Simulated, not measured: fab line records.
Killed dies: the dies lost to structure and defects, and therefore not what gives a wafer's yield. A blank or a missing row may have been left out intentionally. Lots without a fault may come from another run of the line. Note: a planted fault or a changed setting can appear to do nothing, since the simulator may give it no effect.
A struck lot beside a sound one | flow sky130 | 15 steps out of a route of 708
Sound: the wafers L617.1, L617.2, L617.3. Struck: wafers L625.1, L625.2, L625.6. The cause is named last.
For every step that has rows: the tool of each side, followed by ch and its chambers, followed by its first start. Under that, the readings that differ: sound wafers | struck wafers | difference of the means | sigmas: that difference in standard deviations of wafers without a fault.
alike: readings with means less than 2 such deviations apart, plus words and numbers identical on both sides. not compared: withheld readings, readings lacking a value on some wafer, bounds such as >300 that could conceal the same value, and numbers that have no deviation in the record and whose values overlap.
Wherever a step has rows on one side only, a row that says differs or no value, or a row with sigmas, the two part there. Numbers that have no deviation but don't overlap get no sigmas and don't part them. Lack of a reading on every wafer of one side parts them only where that side has two or more wafers.

first, 2 steps without rows for these wafers: SKY_POLY_GATE_CLEAN_19 (cleans in SC1/SC2, time 150 s); SKY_POLY_GATE_OXIDATION_20 (stabilise 600 s, purge 300 s, target thk 4 nm).
SKY_POLY_GATE_THK_MEAS_21:
  struck on film metro-01, day 23 22:18; sound on film metro-04, day 21 13:17
  alike: POLY_GATE_OXIDATION_THK
SKY_POLY_GATE_CD_MEAS_22:
  struck on cd sem-02, day 23 22:22; sound on cd sem-02, day 21 13:20
  alike: cd nm
then, 7 steps without rows for these wafers: SKY_LDD_N_DEHYDRATE_00 (time 60 s); SKY_LDD_N_HMDS_01 (prime time 60 s); SKY_LDD_N_COAT_02 (resist thk 300 nm); SKY_LDD_N_SOFTBAKE_03 (time 60 s); SKY_LDD_N_EXPOSE_04 (exposes mask NTM, target cd 840 nm); SKY_LDD_N_PEB_05; SKY_LDD_N_DEVELOP_06 (develop time 60 s).
SKY_LDD_N_OVL_MEAS_07:
  struck on overlay-01, day 25 03:57; sound on overlay-01, day 22 19:49
  reading        | sound       | struck         | difference | sigmas
  LDD_N_OVL (nm) | 1.0 0.8 1.6 | -1.9 -2.1 -2.4 | -3.3       | -2
SKY_LDD_N_IMPLANT_08:
  sound on implanter-03 ch 0, day 22 19:50; struck on implanter-03 ch 0, day 25 03:59
  reading            | sound                        | struck                        | difference | sigmas
  dose ions cm2      | 7.494e+13 7.49e+13 7.501e+13 | 8.269e+13 8.262e+13 8.269e+13 | +7.717e+12 | +95
  faraday current uA | 434 413 418                  | 458 475 461                   | +43        | +5
  alike: beam energy keV
following that, these wafers have no rows for 1 step: SKY_LDD_N_IMPLANT_09.
-- here the record skips 25 days between the struck wafers' starts before and after, leaving off in module LDD_N and picking up in module PAD_OPEN (first step shown: number 708 of the route) --
SKY_PAD_OPEN_PROBE_99:
  struck on prober-01, day 50 09:18; sound on prober-02, day 49 06:37
  alike: killed_at_M0_to_M3, killed_at_M4_up, killed at contacts, killed at front end, killed at other, killed dies, killed open, killed short
  not compared: model.etest.tip n.rs ohm sq

WHERE THEY PART
Earliest at SKY_LDD_N_OVL_MEAS_07; latest, in this record, at SKY_LDD_N_IMPLANT_08. Later steps at which nothing parts them and some readings are alike: SKY_PAD_OPEN_PROBE_99.

WHY: the cause the simulator had injected
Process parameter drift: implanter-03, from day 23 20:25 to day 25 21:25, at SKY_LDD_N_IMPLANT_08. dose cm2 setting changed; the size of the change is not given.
